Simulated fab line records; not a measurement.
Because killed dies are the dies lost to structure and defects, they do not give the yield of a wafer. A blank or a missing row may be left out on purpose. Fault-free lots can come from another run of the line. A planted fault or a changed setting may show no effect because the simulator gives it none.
8D (eight disciplines) problem report, filled in by code | flow sky130 | the parts of the form that need people (team, actions taken, sign-off) are left out

## 1. THE PROBLEM
developerTempC at SKY_SD_N_DEVELOP_06 reads a mean of 22.15 C on 6 wafers of 2 lots; wafers without a fault read 23.00 C with a standard deviation of 0.12. That is -7.1 standard deviations from the usual mean.
The step: develop time 60 s.
Earliest sighting: wafer L797.1 on lithoTrack-04 at day 32 14:36. At this step, 36 wafers from 12 lots have a number in the record. Rule for "out", or "out of limits": more than 4 standard deviations from the usual mean. The rest of the wafers with a number are treated as sound.

## 2. WHAT IT IS, WHAT IT ISN'T
question                    | is                     | is not
which readings at this step | developerTempC         | -
which lots                  | L797, L798             | L787, L789, L791, L793, L794, L795, L804, L806, L807, L808
which wafers of those lots  | all that have a number | -
read on which tools         | lithoTrack-04          | lithoTrack-02, lithoTrack-03
when                        | from day 32 14:36      | up to then (18 sound wafers); but 12 sound wafers of L804, L806, L807, L808 came after

## 3. WHAT RULES OUT EACH SUSPECT
Counting: any tool at a process step up to the reading is kept as a suspect provided that every lot that is out went through it and no sound lot did after the first of them.
- plasmaAsher-03 at SKY_SD_P_STRIP_10 (strips in O2/N2): ruled out as a lasting fault. The sound lots L804 went through it after L797, its earliest lot that is out (day 30 07:03).
- lithoTrack-04 at SKY_SD_N_DEVELOP_06 (develop time 60 s): kept. It ran every lot that is out, first L797 (day 32 14:36), and no sound lot after that; its last sound lot up to then is L795 (day 32 13:46). Out on those wafers are its own readings of developerTempC.
Left after counting: lithoTrack-04 at SKY_SD_N_DEVELOP_06.

## 4. THE CAUSE (what the simulator had put in)
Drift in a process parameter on lithoTrack-04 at SKY_SD_N_DEVELOP_06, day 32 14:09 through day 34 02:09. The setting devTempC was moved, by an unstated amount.
After counting, this tool was the only one left.

## 5. THE EFFECT CHAIN, in route order
Each row: a reading whose mean over the struck wafers that have a number lies more than 3 standard deviations from the usual. Readings are gone through only where the record gives a usual standard deviation; hours: the median, over the lots, of the time from a lot's start at the first step in this table giving one to that lot's start at this step; sigmas: the change measured in usual standard deviations.
hours | step                | reading        | usual   | on struck wafers | change | sigmas
0     | SKY_SD_N_DEVELOP_06 | developerTempC | 23.00 C | 22.15            | -0.85  | -7.1
It contains these process steps:
- SKY_SD_N_DEVELOP_06: develop time 60 s.

## 6. HOW IT WOULD HAVE BEEN CAUGHT EARLIER
0 hours passed between the start of the fault at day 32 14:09 and the first reading out of limits in this record, taken at day 32 14:36.
